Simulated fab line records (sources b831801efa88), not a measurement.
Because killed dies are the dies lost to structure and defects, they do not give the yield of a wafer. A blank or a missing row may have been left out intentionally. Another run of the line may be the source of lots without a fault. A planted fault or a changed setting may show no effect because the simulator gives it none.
Which tool was responsible? / flow gf180mcu / Sampling: 11 lots, 33 wafers, 3 of 602 route steps

## WHAT THE GAUGES READ, wafer by wafer
GF_LVPWELL_OVL_MEAS_07.
lot=L127; measured=day 4 01:19; on=overlay-01; LVPWELL_OVL (nm)=-1.2 -2.6 -1.2
lot=L128; measured=day 4 09:40; on=overlay-02; LVPWELL_OVL (nm)=0.2 -1.8 0.4
lot=L133; measured=day 5 10:14; on=overlay-01; LVPWELL_OVL (nm)=- - -
lot=L134; measured=day 5 18:37; on=overlay-01; LVPWELL_OVL (nm)=- - -
lot=L135; measured=day 6 01:35; on=overlay-01; LVPWELL_OVL (nm)=- - -
lot=L138; measured=day 6 17:23; on=overlay-02; LVPWELL_OVL (nm)=-1.2 -2.4 -1.0
lot=L143; measured=day 7 19:58; on=overlay-01; LVPWELL_OVL (nm)=-0.5 -1.8 -1.6
lot=L145; measured=day 8 08:08; on=overlay-01; LVPWELL_OVL (nm)=-1.2 -0.3 -1.2
lot=L146; measured=day 8 13:23; on=overlay-02; LVPWELL_OVL (nm)=0.3 -0.5 0.1
lot=L148; measured=day 8 23:52; on=overlay-02; LVPWELL_OVL (nm)=-1.7 -1.2 -1.4
lot=L149; measured=day 9 07:19; on=overlay-01; LVPWELL_OVL (nm)=0.3 0.1 0.6

## EACH LOT AND THE TOOL THAT RAN IT (in order: tool; ch and the chambers of the sampled wafers; start)
lot=L127; GF_STI_ETCH_13=rieDiel-03 ch 1,2, day 2 06:38; GF_LVPWELL_COAT_02=lithoTrack-04 ch 0, day 3 18:31
lot=L128; GF_STI_ETCH_13=rieDiel-02 ch 0,1, day 2 13:12; GF_LVPWELL_COAT_02=lithoTrack-01 ch 0, day 4 02:25
lot=L133; GF_STI_ETCH_13=rieDiel-02 ch 0,1, day 3 13:14; GF_LVPWELL_COAT_02=lithoTrack-02, day 5 03:15
lot=L134; GF_STI_ETCH_13=rieDiel-02 ch 0,1,3, day 3 19:05; GF_LVPWELL_COAT_02=lithoTrack-01, day 5 10:55
lot=L135; GF_STI_ETCH_13=rieDiel-03 ch 1,3, day 4 00:29; GF_LVPWELL_COAT_02=lithoTrack-01, day 5 18:26
lot=L138; GF_STI_ETCH_13=rieDiel-01 ch 0,2,3, day 4 15:54; GF_LVPWELL_COAT_02=lithoTrack-01 ch 0, day 6 09:39
lot=L143; GF_STI_ETCH_13=rieDiel-03 ch 1,2, day 5 16:50; GF_LVPWELL_COAT_02=lithoTrack-01 ch 0, day 7 11:44
lot=L145; GF_STI_ETCH_13=rieDiel-03 ch 1,2, day 6 03:36; GF_LVPWELL_COAT_02=lithoTrack-01 ch 0, day 7 23:35
lot=L146; GF_STI_ETCH_13=rieDiel-01 ch 0,2,3, day 6 09:29; GF_LVPWELL_COAT_02=lithoTrack-02 ch 0, day 8 04:56
lot=L148; GF_STI_ETCH_13=rieDiel-03 ch 0,1,3, day 6 18:44; GF_LVPWELL_COAT_02=lithoTrack-01 ch 0, day 8 15:06
lot=L149; GF_STI_ETCH_13=rieDiel-03 ch 1,2,3, day 7 00:11; GF_LVPWELL_COAT_02=lithoTrack-02 ch 0, day 8 22:02
- GF_STI_ETCH_13: etches the open film in CHF3/O2, stops on Si, target depth 282.31 nm, time 112.9 s.
- GF_LVPWELL_COAT_02: resist thk 3000 nm.

## THE ANSWER, worked out from the rows above alone
Rule: usual is defined by the lots themselves. Put in order of their means at a reading, lots are off if they are a third of the lots or fewer, leave a main group of 4 or more, and stand apart from it by a gap of 3 or more times the standard deviation of the main group's means; of several such gaps the widest counts. If all means in a main group match to the digits the tables above print for the reading, that group is not used. Also off: a lot with no number at a reading for which 4 or more lots have one. Where the step has rows for the other lots, those lots are counted as sound.
Off: at GF_LVPWELL_OVL_MEAS_07 (LVPWELL_OVL), L133, L134, L135. Without a number there: L133, L134, L135. The main group: mean -0.9 nm, standard deviation 0.7.
If a tool, at a process step before that reading, ran all the lots that are off and no sound lot after the first of them, it fits. Gauges at GF_LVPWELL_OVL_MEAS_07: tried the same way as those tools. No candidate that was tried fits.

## WHAT HAD BEEN PUT IN BY THE SIMULATOR
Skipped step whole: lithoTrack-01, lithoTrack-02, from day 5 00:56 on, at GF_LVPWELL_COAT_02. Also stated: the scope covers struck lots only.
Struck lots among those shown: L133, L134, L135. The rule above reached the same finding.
